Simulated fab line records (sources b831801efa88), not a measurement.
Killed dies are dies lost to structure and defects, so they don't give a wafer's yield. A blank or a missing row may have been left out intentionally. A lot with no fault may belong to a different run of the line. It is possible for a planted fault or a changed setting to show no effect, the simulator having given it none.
Which tool is to blame? | flow sky130 | 11 lots, 33 wafers sampled, at 5 steps of a route of 708

## WHAT THE GAUGES SHOWED, per wafer
SKY_VIA1_THK_MEAS_01. Usual: for VIA1_HDPCVD_THK the level is 1036 nm and the standard deviation is 14.
lot  | measured     | on            | VIA1_HDPCVD_THK (nm) | flag
L110 | day 32 21:46 | film_metro-03 | 1002 1019 1041       |
L116 | day 35 03:02 | film_metro-02 | 1019 1037 1024       |
L117 | day 35 09:40 | film_metro-01 | 1008 1037 1028       |
L118 | day 35 21:22 | film_metro-02 | 1014 1020 1044       |
L120 | day 36 06:46 | film_metro-03 | 926 906 921          | OFF
L121 | day 36 15:52 | film_metro-01 | 908 929 909          | OFF
L127 | day 38 23:18 | film_metro-02 | 1037 1039 1047       |
L128 | day 39 04:19 | film_metro-03 | 1034 1041 1043       |
L129 | day 39 07:05 | film_metro-02 | 1030 1045 1018       |
L132 | day 39 21:08 | film_metro-02 | 1057 1039 1041       |
L131 | day 39 23:34 | film_metro-01 | 1042 1027 1035       |

SKY_VIA1_RS_MEAS_22: uses a four-point probe to measure. Usual: for VIA1_W_RS the level is 0.428 ohm/sq and the standard deviation is 0.0062.
lot  | measured     | on            | VIA1_W_RS (ohm/sq) | flag
L110 | day 34 01:24 | film_metro-02 | 0.420 0.430 0.436  |
L116 | day 36 06:53 | film_metro-02 | 0.428 0.419 0.425  |
L117 | day 36 13:44 | film_metro-02 | 0.431 0.430 0.432  |
L118 | day 37 00:27 | film_metro-02 | 0.439 0.426 0.439  |
L120 | day 37 09:07 | film_metro-01 | 0.423 0.421 0.423  |
L121 | day 37 19:14 | film_metro-01 | 0.432 0.431 0.428  |
L127 | day 40 01:28 | film_metro-02 | 0.419 0.423 0.417  |
L128 | day 40 06:49 | film_metro-01 | 0.428 0.422 0.428  |
L129 | day 40 09:05 | film_metro-01 | 0.414 0.423 0.418  |
L132 | day 40 22:30 | film_metro-03 | 0.434 0.433 0.436  |
L131 | day 41 00:53 | film_metro-03 | 0.432 0.431 0.425  |

## EACH LOT AND THE TOOL THAT RAN IT (in order: tool; ch and the chambers of the sampled wafers; start)
lot  | SKY_CONTACT_CVD_00              | SKY_CONTACT_CVD_24            | SKY_VIA1_HDPCVD_00
L110 | pecvd-04 ch 0,1, day 30 11:20   | cvd_w-02 ch 0,1, day 31 16:46 | hdpcvd-02 ch 0,1,2, day 32 21:38
L116 | pecvd-01 ch 1,2, day 32 19:43   | cvd_w-01 ch 0,1, day 33 23:35 | hdpcvd-02 ch 0,1,2, day 35 02:55
L117 | pecvd-02 ch 0,1,2, day 33 01:56 | cvd_w-01 ch 0,1, day 34 05:32 | hdpcvd-02 ch 0,1,2, day 35 09:34
L118 | pecvd-04 ch 0,1,2, day 33 13:13 | cvd_w-01 ch 0,1, day 34 16:56 | hdpcvd-01 ch 0,1,2, day 35 21:16
L120 | pecvd-01 ch 0,1,2, day 33 23:23 | cvd_w-01 ch 0,1, day 35 02:34 | hdpcvd-02 ch 0,1, day 36 06:38
L121 | pecvd-02 ch 0,1, day 34 07:29   | cvd_w-01 ch 0,1, day 35 11:56 | hdpcvd-02 ch 0,1,2, day 36 15:45
L127 | pecvd-02 ch 0,1,2, day 36 16:08 | cvd_w-02 ch 1, day 37 19:41   | hdpcvd-01 ch 0,1, day 38 23:11
L128 | pecvd-04 ch 0,2, day 36 20:52   | cvd_w-02 ch 0,1, day 38 00:49 | hdpcvd-01 ch 1,2, day 39 04:11
L129 | pecvd-01 ch 0,1, day 37 00:40   | cvd_w-01 ch 0,1, day 38 04:02 | hdpcvd-02 ch 0,1,2, day 39 06:58
L132 | pecvd-01 ch 1,2, day 37 16:07   | cvd_w-01 ch 0,1, day 38 18:13 | hdpcvd-01 ch 0,1,2, day 39 21:01
L131 | pecvd-02 ch 0,1,2, day 37 18:10 | cvd_w-01 ch 0,1, day 38 20:55 | hdpcvd-01 ch 0,1, day 39 23:28
- SKY_CONTACT_CVD_00: deposits Si3N4, target thk 75 nm.
- SKY_CONTACT_CVD_24: deposits W, target thk 340 nm, time 102.12 s.
- SKY_VIA1_HDPCVD_00: deposits SiO2, target thk 1030 nm, time 171.7 s.

## AS READ BY THE TOOLS THEMSELVES (means over the sampled wafers that have a number; for cases with no such wafer, the mark the record gives instead)
SKY_CONTACT_CVD_00. Usual: heater_power_w 776 W, standard deviation 130; susceptor_temp_C 400.01 C, standard deviation 0.21.
lot  | tool     | heater_power_w (W) | susceptor_temp_C (C) | flag
L110 | pecvd-04 | 715                | 399.79               |
L116 | pecvd-01 | 771                | 399.95               |
L117 | pecvd-02 | 899                | 400.13               |
L118 | pecvd-04 | 703                | 400.13               |
L120 | pecvd-01 | 770                | 399.94               |
L121 | pecvd-02 | 766                | 400.29               |
L127 | pecvd-02 | 942                | 400.00               |
L128 | pecvd-04 | 687                | 399.97               |
L129 | pecvd-01 | 736                | 399.97               |
L132 | pecvd-01 | 791                | 400.04               |
L131 | pecvd-02 | 879                | 399.86               |

SKY_CONTACT_CVD_24. Usual: heater_power_w 877 W, standard deviation 71; susceptor_temp_C 400.00 C, standard deviation 0.2.
lot  | tool     | heater_power_w (W) | susceptor_temp_C (C) | flag
L110 | cvd_w-02 | 917                | 399.94               |
L116 | cvd_w-01 | 886                | 400.04               |
L117 | cvd_w-01 | 855                | 400.03               |
L118 | cvd_w-01 | 867                | 399.97               |
L120 | cvd_w-01 | 877                | 399.94               |
L121 | cvd_w-01 | 876                | 399.88               |
L127 | cvd_w-02 | 999                | 400.11               |
L128 | cvd_w-02 | 924                | 399.92               |
L129 | cvd_w-01 | 881                | 399.99               |
L132 | cvd_w-01 | 889                | 399.89               |
L131 | cvd_w-01 | 897                | 399.91               |

SKY_VIA1_HDPCVD_00. Usual: run_length_s 199.5 s, standard deviation 0.52; susceptor_temp_C 400.02 C, standard deviation 0.21.
lot  | tool      | run_length_s (s) | susceptor_temp_C (C) | flag
L110 | hdpcvd-02 | 199.4            | 400.02               |
L116 | hdpcvd-02 | 199.6            | 400.04               |
L117 | hdpcvd-02 | 199.0            | 399.90               |
L118 | hdpcvd-01 | 199.8            | 400.15               |
L120 | hdpcvd-02 | 181.7            | -                    | OFF
L121 | hdpcvd-02 | 181.7            | -                    | OFF
L127 | hdpcvd-01 | 199.2            | 400.07               |
L128 | hdpcvd-01 | 199.5            | 400.01               |
L129 | hdpcvd-02 | 199.3            | 400.10               |
L132 | hdpcvd-01 | 199.6            | 399.96               |
L131 | hdpcvd-01 | 199.4            | 399.98               |

## THE ANSWER, worked out from the rows above alone
Rule: lot off if the mean of its wafers having a number is beyond 3 standard deviations from the usual mean. Also off: a lot with no number at a reading for which 4 or more lots have one. The other lots that the step has rows for count as sound. After the gauges, taken in route order, come the tools' own readings; for these a lot's mean is taken, as printed above. The first step at which some lot is off is used, and at that step the reading that is off furthest; a lot without a number counts as furthest.
Off: L120, L121, seen at SKY_VIA1_THK_MEAS_01 (VIA1_HDPCVD_THK).
A tool fits if, at a process step before that reading, it ran every lot that is off, and no sound lot after the first of them. Not tried: the gauges at SKY_VIA1_THK_MEAS_01; whatever is off there is also off at SKY_VIA1_HDPCVD_00, on other tools, and gauge error can't account for it. Of those tried, none fits.

## WHAT THE SIMULATOR HAD PUT IN
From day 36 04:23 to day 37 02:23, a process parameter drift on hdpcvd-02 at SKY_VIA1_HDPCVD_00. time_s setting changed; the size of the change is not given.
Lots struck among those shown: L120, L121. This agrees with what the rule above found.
